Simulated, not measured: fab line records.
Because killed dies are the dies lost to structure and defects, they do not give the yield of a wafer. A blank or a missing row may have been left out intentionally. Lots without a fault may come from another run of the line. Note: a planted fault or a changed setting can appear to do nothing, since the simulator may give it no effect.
Matching of chambers :: flow sky130 :: SKY_CONTACT_ETCH_17 on rie-diel-01 has 4 sister chambers
The step etches SiO2 in C4F8/O2/Ar, stops on Si3N4, target depth 340 nm. 8 wafers are shown with their chamber, then 8 later ones without.

## WAFERS PAIRED WITH THEIR CHAMBERS
wafer: L937.6
chamber: 2
rf-fwd-power-W (W): 1489
oes-product-au (a.u.): 0.901

wafer: L940.3
chamber: 3
rf-fwd-power-W (W): 1493
oes-product-au (a.u.): 0.891

wafer: L942.1
chamber: 3
rf-fwd-power-W (W): 1488
oes-product-au (a.u.): 0.894

wafer: L945.6
chamber: 0
rf-fwd-power-W (W): 1482
oes-product-au (a.u.): 0.901

wafer: L946.2
chamber: 1
rf-fwd-power-W (W): 1482
oes-product-au (a.u.): 0.892

wafer: L946.3
chamber: 2
rf-fwd-power-W (W): 1484
oes-product-au (a.u.): 0.887

wafer: L946.6
chamber: 0
rf-fwd-power-W (W): 1493
oes-product-au (a.u.): 0.896

wafer: L950.1
chamber: 1
rf-fwd-power-W (W): 1488
oes-product-au (a.u.): 0.892

## WAFERS WITHOUT THEIR CHAMBER
wafer: L950.4
rf-fwd-power-W (W): 1485
oes-product-au (a.u.): 0.898

wafer: L950.6
rf-fwd-power-W (W): 1486
oes-product-au (a.u.): 0.884

wafer: L952.2
rf-fwd-power-W (W): 1494
oes-product-au (a.u.): 0.889

wafer: L952.3
rf-fwd-power-W (W): 1490
oes-product-au (a.u.): 0.897

wafer: L952.4
rf-fwd-power-W (W): 1474
oes-product-au (a.u.): 0.894

wafer: L955.2
rf-fwd-power-W (W): 1490
oes-product-au (a.u.): 0.893

wafer: L955.3
rf-fwd-power-W (W): 1489
oes-product-au (a.u.): 0.894

wafer: L955.6
rf-fwd-power-W (W): 1496
oes-product-au (a.u.): 0.885

## WHICH CHAMBER EACH ONE RAN IN
wafer: L950.4
from the rows above: can't be placed: 0 or 2 or 1 or 3
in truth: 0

wafer: L950.6
from the rows above: can't be placed: 1 or 3 or 2 or 0
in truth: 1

wafer: L952.2
from the rows above: can't be placed: 3 or 2 or 1 or 0
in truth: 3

wafer: L952.3
from the rows above: can't be placed: 0 or 3 or 2 or 1
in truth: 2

wafer: L952.4
from the rows above: can't be placed: 1 or 2 or 0 or 3
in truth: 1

wafer: L955.2
from the rows above: can't be placed: 3 or 2 or 1 or 0
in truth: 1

wafer: L955.3
from the rows above: can't be placed: 3 or 2 or 1 or 0
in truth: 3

wafer: L955.6
from the rows above: can't be placed: 3 or 2 or 1 or 0
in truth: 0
Placed correctly: 0 of 8. Can't be placed from these rows: 8 (the true chamber is among the candidates in 8). 0 placed wrongly.
How it was worked out, from the rows above alone: a wafer's distance from a chamber is the root of the sum, over the readings, of the square of ((its reading less the chamber's mean) divided by the reading's scatter). If the next closest chamber is less than 2 further off than the closest, the wafer can't be placed; otherwise it belongs to the closest. The mean given for a chamber averages the wafers shown for that chamber. The scatter: the root of (the sum of the squares of (reading less its chamber's mean) over the shown wafers, divided by (wafers less chambers)).
